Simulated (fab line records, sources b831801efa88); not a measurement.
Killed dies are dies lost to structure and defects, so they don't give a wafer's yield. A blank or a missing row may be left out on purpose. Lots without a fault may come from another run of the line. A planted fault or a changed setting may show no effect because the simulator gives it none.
Which tool did it? | flow gf180mcu | 12 lots, 36 wafers sampled, at 1 step of a route of 602

WHAT THE GAUGES READ, wafer by wafer
GF_V4_BOW_MEAS_05.
lot  | measured     | on            | V4_BOW (um)
L075 | day 26 01:56 | film_metro-02 | 141 140 132
L077 | day 26 16:38 | film_metro-03 | 153 140 148
L079 | day 27 08:21 | film_metro-04 | 154 141 147
L081 | day 27 19:23 | film_metro-02 | 149 144 132
L083 | day 28 12:42 | film_metro-04 | 143 136 135
L085 | day 29 04:33 | film_metro-03 | 132 138 128
L087 | day 29 14:33 | film_metro-03 | 125 144 122
L089 | day 30 03:34 | film_metro-04 | 154 142 145
L091 | day 30 19:15 | film_metro-03 | 145 145 145
L093 | day 31 04:37 | film_metro-04 | 129 152 134
L095 | day 31 16:11 | film_metro-02 | 129 138 119
L097 | day 32 04:07 | film_metro-04 | 133 141 137

WHICH TOOL RAN EACH LOT (tool, then ch and the chambers of the sampled wafers, then the start)
The record holds no process step before these readings.

THE ANSWER, worked out from the rows above alone
Rule: what is usual is taken from the lots themselves. Put in order of their means at a reading, lots are off if they are a third of the lots or fewer, leave a main group of 4 or more, and stand apart from it by a gap of 3 or more times the standard deviation of the main group's means; of several such gaps the widest counts. A main group whose means are all the same, to the digits that the tables above print for the reading, isn't used. A lot without any number at a reading at which 4 lots or more have one is off too. The other lots that the step has rows for count as sound.
No lot is off at any reading shown: from this, nothing can be told.

WHAT THE SIMULATOR HAD PUT IN
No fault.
